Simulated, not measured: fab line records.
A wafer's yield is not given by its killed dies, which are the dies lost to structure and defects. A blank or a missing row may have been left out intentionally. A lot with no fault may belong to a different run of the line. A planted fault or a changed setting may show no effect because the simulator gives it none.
A struck lot beside a sound one :: flow sky130 :: 30 out of 708 route steps
Sound: these wafers, L467.2, L467.4, L467.6. Struck: wafer L471.2 (left out: L471.1, L471.3 of the same lot, which were not struck); the cause appears at the end.
For every step that has rows: the tool of each side, followed by ch and its chambers, followed by its first start. Under that, the readings that differ: sound wafers :: struck wafers :: difference of the means :: sigmas: that difference in standard deviations of wafers without a fault.
alike: same words and numbers on both sides, and readings whose means sit less than 2 such deviations apart. not compared: any withheld reading, any reading some wafer has no value for, any bound like >300 that may hide the same value, and any number with overlapping values for which the record gives no deviation.
The two part at a step that has a row with sigmas, a row that says differs or no value, or rows on one side only. Numbers that have no deviation but don't overlap get no sigmas and don't part them. A reading that every wafer of one side lacks parts them only if that side has two wafers or more.

SKY_LI_CONTACT_OVL_MEAS_13:
  sound: overlay-01 at day 29 21:00; struck: overlay-02 at day 32 11:37
reading: LI_CONTACT_OVL (nm)
sound: 16 12 14
struck: 2
difference: -12
sigmas: -2
SKY_LI_CONTACT_ETCH_14: etches BARC in N2/H2, stops on SiO2, time 45.9 s, target depth 60 nm.
  sound on rie_diel-02 ch 1,2, day 29 21:02; struck on rie_diel-02 ch 0, day 32 11:39
  alike: drypump_motor_current_A, oes_product_au, throttle_valve_pct
  not compared: rf_hours_counter_h
SKY_LI_CONTACT_ETCH_15: etches PSG in C4F8/O2/Ar, stops on Si, target depth 600 nm.
  sound on rie_diel-02 ch 1,2, day 29 21:04; struck on rie_diel-02 ch 0, day 32 11:42
  alike: oes_product_au
SKY_LI_CONTACT_STRIP_16: strips in O2/N2.
  sound on plasma_asher-01 ch 0,1, day 29 21:10; struck on plasma_asher-03 ch 0, day 32 11:47
  alike: drypump_motor_current_A, oes_product_au, strip_time_to_endpoint_s
  not compared: rf_hours_counter_h
then, 4 steps without rows for these wafers: SKY_LI_CONTACT_CLEAN_17 (cleans in NMP, time 600 s); SKY_LI_CONTACT_PRE_CLEAN_18 (time 5.6 s); SKY_LI_CONTACT_SPUTTER_19 (material Ti, target thk 20 nm, time 106.37 s); SKY_LI_CONTACT_SPUTTER_20 (material TiN, target thk 20 nm, time 80 s).
SKY_LI_CONTACT_CVD_21: deposits W, target thk 400 nm, time 120.56 s.
  sound on cvd_w-01 ch 0, day 29 21:37; struck on cvd_w-01 ch 0, day 32 12:13
  alike: heater_power_w
SKY_LI_CONTACT_RS_MEAS_22: the measuring method here is four-point-probe.
  sound: film_metro-01 at day 29 21:45; struck: film_metro-03 at day 32 12:20
  alike: LI_CONTACT_W_RS
SKY_LI_CONTACT_THK_MEAS_23: measures by xrf.
  sound: film_metro-01 at day 29 21:52; struck: film_metro-03 at day 32 12:28
  alike: LI_CONTACT_W_THK
then, 1 step without rows for these wafers: SKY_LI_CONTACT_CMP_24 (polishes, stops on PSG, t overpolish 20 s, target thk 0 nm).
SKY_LOCAL_INTERCONNECT_SPUTTER_00: material TiN, target thk 100 nm, time 83.3 s.
  sound: pvd_sputter-02 at day 29 22:13; struck: pvd_sputter-01 at day 32 13:04
reading: model.TiN_of_LOCAL_INTERCONNECT_SPUTTER_00.thk_nm (nm)
sound: 103.1 101.1 102.6
struck: 127.3
difference: +25.0
sigmas: 
  alike: throttle_valve_pct
SKY_LOCAL_INTERCONNECT_RS_MEAS_01: the measuring method here is four-point-probe.
  sound: film_metro-04 at day 29 22:17; struck: film_metro-04 at day 32 13:08
reading: LOCAL_INTERCONNECT_TIN_RS (ohm/sq)
sound: 13.69 13.94 13.74
struck: 10.97
difference: -2.82
sigmas: -17
SKY_LOCAL_INTERCONNECT_THK_MEAS_02: measures by xrf.
  sound: film_metro-04 at day 29 22:24; struck: film_metro-04 at day 32 13:15
reading: LOCAL_INTERCONNECT_TIN_THK (nm)
sound: 103.1 101.2 103.0
struck: 127.4
difference: +25.0
sigmas: +21
then, 8 steps without rows for these wafers: SKY_LOCAL_INTERCONNECT_DEHYDRATE_03 (time 60 s); SKY_LOCAL_INTERCONNECT_HMDS_04 (prime time 60 s); SKY_LOCAL_INTERCONNECT_COAT_05 (resist thk 60 nm); SKY_LOCAL_INTERCONNECT_COAT_06 (resist thk 450 nm); SKY_LOCAL_INTERCONNECT_SOFTBAKE_07 (time 90 s); SKY_LOCAL_INTERCONNECT_EXPOSE_08 (exposes mask LI1M, target cd 170 nm); SKY_LOCAL_INTERCONNECT_PEB_09; SKY_LOCAL_INTERCONNECT_DEVELOP_10 (develop time 60 s).
SKY_LOCAL_INTERCONNECT_CD_MEAS_11: target cd 170 nm.
  sound: cd_sem-02 at day 31 01:48; struck: cd_sem-01 at day 33 16:39
  alike: cd_nm
SKY_LOCAL_INTERCONNECT_OVL_MEAS_12:
  sound: overlay-01 at day 31 01:54; struck: overlay-02 at day 33 16:46
  alike: LOCAL_INTERCONNECT_OVL
SKY_LOCAL_INTERCONNECT_ETCH_13: etches BARC in N2/H2, stops on SiO2, time 45.9 s, target depth 60 nm.
  sound on rie_metal-01 ch 0, day 31 01:56; struck on rie_metal-04 ch 0, day 33 16:48
  alike: drypump_motor_current_A, oes_product_au, throttle_valve_pct
  not compared: rf_hours_counter_h
SKY_LOCAL_INTERCONNECT_METAL_ETCH_14: etches TiN in Cl2/BCl3, stops on PSG, target depth 110 nm, time 31.4 s.
  sound on rie_metal-01 ch 0, day 31 01:59; struck on rie_metal-04 ch 0, day 33 16:52
reading: oes_product_au (a.u.)
sound: 0.942 0.952 0.946
struck: 0.992
difference: +0.045
sigmas: +6
  alike: drypump_motor_current_A, throttle_valve_pct
  not compared: rf_hours_counter_h
then, 1 step without rows for these wafers: SKY_LOCAL_INTERCONNECT_STRIP_15 (strips in O2/N2).
SKY_LOCAL_INTERCONNECT_STRIP_16: strips in post etch residue remover, time 1200 s.
  sound on wet_bench-02 ch 0, day 31 02:09; struck on wet_bench-03 ch 0, day 33 17:01
reading: model.TiN_of_LOCAL_INTERCONNECT_SPUTTER_00.thk_nm (nm)
sound: 102.7 100.6 102.2
struck: 126.9
difference: +25.1
sigmas: 
then, 1 step without rows for these wafers: SKY_LOCAL_INTERCONNECT_CLEAN_17 (cleans in IPA, time 180 s).

== WHERE THEY PART ==
At SKY_LI_CONTACT_OVL_MEAS_13 first; at SKY_LOCAL_INTERCONNECT_METAL_ETCH_14 last (within this record only).

WHY: what the simulator had put in
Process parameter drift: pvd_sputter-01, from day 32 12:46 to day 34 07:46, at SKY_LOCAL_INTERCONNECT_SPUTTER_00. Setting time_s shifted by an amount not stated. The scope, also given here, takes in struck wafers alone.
